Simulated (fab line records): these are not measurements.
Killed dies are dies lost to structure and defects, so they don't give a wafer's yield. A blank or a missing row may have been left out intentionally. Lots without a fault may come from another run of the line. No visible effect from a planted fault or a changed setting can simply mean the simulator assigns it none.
Matching of chambers	flow sky130	SKY_METAL3_ETCH_17 on rie diel-01 has 4 sister chambers
The step etches SiO2 in C4F8/O2/Ar, stops on TiN, time 3.9 s, target depth 15 nm. 14 wafers are shown with their chamber, then 7 later ones without.

WAFERS PAIRED WITH THEIR CHAMBERS
wafer	chamber	bias w (W)	oes product au (a.u.)
L437.1	1	1197	0.745
L437.3	0	1194	0.762
L437.4	3	1200	0.759
L444.1	0	1198	0.774
L444.2	1	1207	0.765
L444.5	0	1196	0.774
L445.2	3	1200	0.774
L445.4	0	1203	0.772
L445.5	3	1205	0.781
L450.1	0	1203	0.759
L450.2	2	1198	0.758
L450.6	3	1199	0.755
L453.2	2	1187	0.748
L453.4	0	1205	0.753

SIGNATURES (averages over the wafers above)
reading	chamber 0	chamber 1	chamber 2	chamber 3	scatter within a chamber
bias w	1199.83	1202.00	1192.50	1201.00	4.81
oes product au	0.76567	0.75500	0.75300	0.76725	0.0105
Rule: for each reading, subtract the chamber's mean from the wafer's reading, divide by that reading's scatter and square the result; add these up over the readings and take the root, which gives the wafer's distance from the chamber. If the next closest chamber is less than 2 further off than the closest, the wafer can't be placed; otherwise it belongs to the closest. The scatter: take each reading less its chamber's mean, square it, sum over the shown wafers, divide by the number of wafers less the number of chambers, and take the root.

WAFERS WHOSE CHAMBER IS MISSING
wafer	bias w (W)	oes product au (a.u.)
L453.5	1195	0.758
L454.1	1198	0.749
L454.3	1196	0.754
L454.4	1201	0.769
L456.1	1203	0.746
L456.4	1200	0.752
L456.6	1198	0.761

EACH ONE'S CHAMBER
wafer	from the rows above	in truth
L453.5	can't be placed: 2 or 0 or 1 or 3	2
L454.1	can't be placed: 1 or 2 or 0 or 3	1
L454.3	can't be placed: 2 or 1 or 0 or 3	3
L454.4	can't be placed: 3 or 0 or 1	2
L456.1	can't be placed: 1 or 0 or 3 or 2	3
L456.4	can't be placed: 1 or 0 or 3 or 2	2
L456.6	can't be placed: 0 or 3 or 1 or 2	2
0 of 7 placed correctly. Can't be placed from these rows: 7 (the true chamber is among the candidates in 6). Number placed wrongly: 0.
